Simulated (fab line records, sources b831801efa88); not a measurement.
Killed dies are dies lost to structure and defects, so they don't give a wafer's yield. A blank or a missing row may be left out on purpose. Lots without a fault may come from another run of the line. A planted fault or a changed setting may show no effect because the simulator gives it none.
Which tool did it? | flow sky130 | 10 lots, 30 wafers sampled, at 7 steps of a route of 708

WHAT THE GAUGES READ, wafer by wafer
SKY_VT_ADJUST_HVTP_CD_MEAS_07: target cd 380 nm.
lot  | measured     | on        | cd_nm (nm)
L971 | day 6 06:58  | cd_sem-02 | 383.4 381.2 379.6
L975 | day 7 10:28  | cd_sem-02 | 378.3 377.6 377.1
L985 | day 10 01:38 | cd_sem-01 | - - -
L986 | day 10 05:18 | cd_sem-02 | - - -
L987 | day 10 11:08 | cd_sem-01 | - - -
L988 | day 10 17:11 | cd_sem-01 | 380.8 382.2 384.1
L990 | day 11 05:47 | cd_sem-01 | 378.0 378.2 379.1
L991 | day 11 10:47 | cd_sem-02 | 375.9 375.2 375.0
L992 | day 12 01:05 | cd_sem-01 | 376.8 375.9 378.8
L993 | day 12 05:53 | cd_sem-02 | 379.4 379.0 380.6

SKY_VT_ADJUST_LVTN_TW_MEAS_10.
lot  | measured     | on            | VT_ADJUST_LVTN_TW
L971 | day 7 02:14  | film_metro-01 | 244.8 245.9 244.0
L975 | day 8 06:56  | film_metro-04 | 243.1 244.6 243.6
L985 | day 11 00:55 | film_metro-01 | 1381.3 1387.9 1383.4
L986 | day 11 05:16 | film_metro-04 | 1361.7 1370.5 1371.8
L987 | day 11 11:29 | film_metro-03 | 1357.9 1347.4 1344.9
L988 | day 11 17:47 | film_metro-03 | 238.5 241.2 240.8
L990 | day 12 05:31 | film_metro-01 | 246.3 245.8 246.7
L991 | day 12 10:41 | film_metro-03 | 241.2 241.0 241.5
L992 | day 13 01:31 | film_metro-01 | 245.7 247.5 246.7
L993 | day 13 06:43 | film_metro-03 | 240.5 240.4 242.3

SKY_VT_ADJUST_LVTN_TW_MEAS_21.
lot  | measured     | on            | VT_ADJUST_LVTN_2_TW
L971 | day 7 22:04  | film_metro-04 | 188.0 188.4 188.1
L975 | day 9 03:59  | film_metro-03 | 188.2 188.0 187.1
L985 | day 12 00:25 | film_metro-01 | 1384.6 1386.3 1376.8
L986 | day 12 04:52 | film_metro-04 | 1362.7 1351.1 1362.8
L987 | day 12 11:19 | film_metro-03 | 1343.7 1355.5 1349.3
L988 | day 12 16:53 | film_metro-04 | 188.9 189.2 188.8
L990 | day 13 05:43 | film_metro-04 | 188.5 190.2 189.4
L991 | day 13 11:33 | film_metro-03 | 188.0 187.8 187.6
L992 | day 14 02:10 | film_metro-03 | 186.7 188.1 188.4
L993 | day 14 07:13 | film_metro-04 | 188.7 188.9 189.2

WHICH TOOL RAN EACH LOT (tool, then ch and the chambers of the sampled wafers, then the start)
lot  | SKY_NWELL_STRIP_25                   | SKY_NWELL_RTA_28                 | SKY_VT_ADJUST_HVTP_COAT_02        | SKY_VT_ADJUST_LVTN_STRIP_09
L971 | plasma_asher-03 ch 0,1, day 5 13:01  | rtp_anneal-02 ch 0, day 5 13:14  | litho_track-03 ch 0, day 5 21:42  | plasma_asher-02 ch 0,1, day 7 02:07
L975 | plasma_asher-03 ch 0,1, day 6 14:17  | rtp_anneal-02 ch 0, day 6 14:31  | litho_track-01 ch 0, day 7 00:28  | plasma_asher-02 ch 0,1, day 8 06:50
L985 | plasma_asher-03 ch 0,1, day 9 03:22  | rtp_anneal-02 ch 0, day 9 03:35  | litho_track-01, day 9 14:34       | plasma_asher-02 ch 0,1, day 11 00:49
L986 | plasma_asher-02 ch 0,1, day 9 07:04  | rtp_anneal-01 ch 0, day 9 07:17  | litho_track-01, day 9 18:38       | plasma_asher-02 ch 0,1, day 11 05:10
L987 | plasma_asher-01 ch 0,1, day 9 13:10  | rtp_anneal-02 ch 0, day 9 13:23  | litho_track-03, day 10 00:09      | plasma_asher-04 ch 0,1, day 11 11:22
L988 | plasma_asher-01 ch 0,1, day 9 18:42  | rtp_anneal-01 ch 0, day 9 18:56  | litho_track-03 ch 0, day 10 05:24 | plasma_asher-02 ch 0,1, day 11 17:41
L990 | plasma_asher-03 ch 0,1, day 10 05:58 | rtp_anneal-02 ch 0, day 10 06:12 | litho_track-02 ch 0, day 10 17:45 | plasma_asher-04 ch 1, day 12 05:25
L991 | plasma_asher-01 ch 0,1, day 10 10:51 | rtp_anneal-01 ch 0, day 10 11:05 | litho_track-01 ch 0, day 10 22:56 | plasma_asher-03 ch 0,1, day 12 10:35
L992 | plasma_asher-03 ch 1, day 11 01:10   | rtp_anneal-01 ch 0, day 11 01:23 | litho_track-03 ch 0, day 11 13:06 | plasma_asher-02 ch 0,1, day 13 01:25
L993 | plasma_asher-02 ch 0, day 11 06:19   | rtp_anneal-02 ch 0, day 11 06:32 | litho_track-02 ch 0, day 11 18:33 | plasma_asher-03 ch 1, day 13 06:37
- SKY_NWELL_STRIP_25: strips in O2/N2.
- SKY_NWELL_RTA_28: time 30 s.
- SKY_VT_ADJUST_HVTP_COAT_02: resist thk 1140 nm.
- SKY_VT_ADJUST_LVTN_STRIP_09: strips in O2/N2.

WHAT THE TOOLS THEMSELVES READ (means of the sampled wafers that have a number; where no wafer has one, the mark that the record gives instead)
SKY_NWELL_STRIP_25.
lot  | tool            | drypump_motor_current_A (A) | oes_product_au (a.u.) | strip_time_to_endpoint_s (s)
L971 | plasma_asher-03 | 5.2                         | 0.721                 | 36.98
L975 | plasma_asher-03 | 5.5                         | 0.719                 | 36.93
L985 | plasma_asher-03 | 5.5                         | 0.722                 | 36.96
L986 | plasma_asher-02 | 5.8                         | 0.721                 | 36.91
L987 | plasma_asher-01 | 5.8                         | 0.724                 | 36.99
L988 | plasma_asher-01 | 5.9                         | 0.721                 | 37.11
L990 | plasma_asher-03 | 5.5                         | 0.720                 | 36.97
L991 | plasma_asher-01 | 5.9                         | 0.724                 | 37.00
L992 | plasma_asher-03 | 5.8                         | 0.721                 | 36.93
L993 | plasma_asher-02 | 5.7                         | 0.718                 | 37.05

SKY_NWELL_RTA_28.
lot  | tool          | lamp_power_pct (%) | wafer_temp_C_max
L971 | rtp_anneal-02 | 25.29              | 1054.7
L975 | rtp_anneal-02 | 25.31              | 1055.2
L985 | rtp_anneal-02 | 25.29              | 1055.3
L986 | rtp_anneal-01 | 25.30              | 1054.9
L987 | rtp_anneal-02 | 25.30              | 1054.3
L988 | rtp_anneal-01 | 25.29              | 1055.2
L990 | rtp_anneal-02 | 25.33              | 1054.9
L991 | rtp_anneal-01 | 25.31              | 1055.6
L992 | rtp_anneal-01 | 25.29              | 1054.3
L993 | rtp_anneal-02 | 25.34              | 1054.4

SKY_VT_ADJUST_HVTP_COAT_02.
lot  | tool           | chill_plate_temp_C (C) | dispense_pressure_kPa (kPa) | exhaust_pa (Pa) | spin_speed_rpm (rpm)
L971 | litho_track-03 | 23.01                  | 54.2                        | 45.5            | 3002.5
L975 | litho_track-01 | 22.97                  | 48.5                        | 44.9            | 3000.6
L985 | litho_track-01 | -                      | -                           | -               | -
L986 | litho_track-01 | -                      | -                           | -               | -
L987 | litho_track-03 | -                      | -                           | -               | -
L988 | litho_track-03 | 22.92                  | 54.2                        | 43.7            | 3000.5
L990 | litho_track-02 | 22.91                  | 55.0                        | 45.2            | 3000.5
L991 | litho_track-01 | 23.03                  | 48.6                        | 44.7            | 2999.6
L992 | litho_track-03 | 22.90                  | 54.2                        | 45.8            | 2999.7
L993 | litho_track-02 | 22.94                  | 55.0                        | 45.5            | 3000.9

SKY_VT_ADJUST_LVTN_STRIP_09.
lot  | tool            | drypump_motor_current_A (A) | oes_product_au (a.u.) | strip_time_to_endpoint_s (s)
L971 | plasma_asher-02 | 5.7                         | 0.721                 | 36.86
L975 | plasma_asher-02 | 5.8                         | 0.720                 | 36.81
L985 | plasma_asher-02 | 5.7                         | 0.719                 | 36.81
L986 | plasma_asher-02 | 5.8                         | 0.724                 | 37.02
L987 | plasma_asher-04 | 5.9                         | 0.720                 | 37.01
L988 | plasma_asher-02 | 5.8                         | 0.729                 | 36.89
L990 | plasma_asher-04 | 6.0                         | 0.721                 | 36.90
L991 | plasma_asher-03 | 5.5                         | 0.723                 | 36.98
L992 | plasma_asher-02 | 5.7                         | 0.721                 | 36.95
L993 | plasma_asher-03 | 5.8                         | 0.724                 | 36.84

THE ANSWER, worked out from the rows above alone
Rule: what is usual is taken from the lots themselves. Put in order of their means at a reading, lots are off if they are a third of the lots or fewer, leave a main group of 4 or more, and stand apart from it by a gap of 3 or more times the standard deviation of the main group's means; of several such gaps the widest counts. A main group whose means are all the same, to the digits that the tables above print for the reading, isn't used. A lot without any number at a reading at which 4 lots or more have one is off too. The other lots that the step has rows for count as sound. The gauges are gone through in route order, then the tools' own readings, and for those a lot's mean is taken as printed above. The first step at which some lot is off is used, and at that step the reading that is off furthest; a lot without a number counts as furthest.
Off: L985, L986, L987, at SKY_VT_ADJUST_HVTP_CD_MEAS_07 (cd_nm). Without a number there: L985, L986, L987. The main group: mean 378.9 nm, standard deviation 2.3.
A tool fits if, at a process step before that reading, it ran every lot that is off, and no sound lot after the first of them. The gauges at SKY_VT_ADJUST_HVTP_CD_MEAS_07 aren't tried: what is off there is off at SKY_VT_ADJUST_LVTN_TW_MEAS_10 too, on other tools, and a gauge's error can't cause that. None of those tried fits.

WHAT THE SIMULATOR HAD PUT IN
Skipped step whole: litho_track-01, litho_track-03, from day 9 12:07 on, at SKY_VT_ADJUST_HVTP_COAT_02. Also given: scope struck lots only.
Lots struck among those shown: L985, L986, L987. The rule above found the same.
